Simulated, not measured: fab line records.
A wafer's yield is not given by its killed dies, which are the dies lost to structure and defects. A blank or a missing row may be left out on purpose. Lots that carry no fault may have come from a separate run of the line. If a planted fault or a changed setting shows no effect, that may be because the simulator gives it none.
8D (eight disciplines) problem report, filled in by code -- flow gf180mcu -- the parts of the form that need people (team, actions taken, sign-off) are left out

## 1. WHAT IS WRONG
Wafers free of any fault read 0.330 ohm/sq (standard deviation 0.005) for V4_W_RS at GF_V4_RS_MEAS_24, against a mean of 0.698 ohm/sq on 4 wafers of 2 lots. Measured from the usual mean, that is +73 standard deviations.
The step: measures by four-point-probe.
Seen first at day 25 17:01 on film_metro-01, wafer L846.1. The record holds 33 wafers of 11 lots with a number at this step. By rule, "out" or "out of limits" means more than 4 standard deviations away from the usual mean. The rest of the wafers with a number are treated as sound.

## 2. WHAT IT IS, AND WHAT IT ISN'T
question,is,is not
which readings at this step,V4_W_RS,-
which lots,"L846, L848","L845, L857, L858, L859, L860, L861, L862, L865, L866"
which wafers of those lots,"L846.1, L846.3, L848.2, L848.3","L846.2, L848.1"
read on which gauges,film_metro-01,"film_metro-03, film_metro-04"
when,from day 25 17:01,"up to then (4 sound wafers); but 25 sound wafers of L848, L857, L858, L859, L860, L861, L862, L865, L866 came after"

## 3. WHAT RULES OUT EACH SUSPECT
Counting: if a tool at a process step up to the reading ran every lot that is out, it stays a suspect. Sound lots after the first of them don't rule it out here, since some wafers of a struck lot are sound.
- the gauge at GF_V4_RS_MEAS_24: ruled out. All the wafers that are out were read on film_metro-01, but those of them that GF_V4_CMP_26 has rows for are out there too, on other tools.
- cvd_w-01 at GF_V4_CVD_23 (deposits W, target thk 350 nm, time 104.9 s): kept. It processed each lot that is out (first: L846, day 25 16:53); up to then, its last sound lot is L845 (day 25 04:31).
- The sound lot-mates ran in chamber 0 of cvd_w-01 at GF_V4_CVD_23, but the wafers that are out ran in chamber 1.
After counting, what remains is cvd_w-01 at GF_V4_CVD_23.

## 4. THE CAUSE (what the simulator had put in)
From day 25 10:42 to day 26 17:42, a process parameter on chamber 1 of cvd_w-01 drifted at GF_V4_CVD_23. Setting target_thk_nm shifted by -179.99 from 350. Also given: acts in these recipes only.
The count eliminated every tool but this one.

## 5. SEQUENCE OF EFFECTS, ordered by route
Each row: a reading whose mean over the struck wafers that have a number lies more than 3 standard deviations from the usual. Only readings for which the record gives a usual standard deviation are gone through. hours: the time from each lot's start at the first step in this table that gives one to its start at this step, as a median over the lots. sigmas: the change in usual standard deviations.
hours,step,reading,usual,on struck wafers,change,sigmas
0,GF_V4_RS_MEAS_24,V4_W_RS,0.330 ohm/sq,0.698,+0.367,+73
0,GF_V4_THK_MEAS_25,V4_W_THK,337 nm,163,-174,-33
0,GF_V4_CMP_26,time_to_endpoint_s,85 s,39,-46,-13
The process steps in it:
- GF_V4_CMP_26: polishes, stops on SiO2, t overpolish 15 s, target thk 0 nm.

## 6. HOW IT WOULD HAVE BEEN CAUGHT EARLIER
The first out-of-limits reading at a measuring or inspecting step in this record came at day 25 17:01, 6 hours after the fault's start at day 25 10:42.
No tool reading at GF_V4_CVD_23 that has a usual standard deviation in the record was out on any struck wafer, so an alarm limit of 4 standard deviations on those readings would not have fired.
Of the lots that are out (2), L848 began GF_V4_CVD_23 on cvd_w-01 after day 25 17:01. Putting the tool on hold at that point would have spared it.
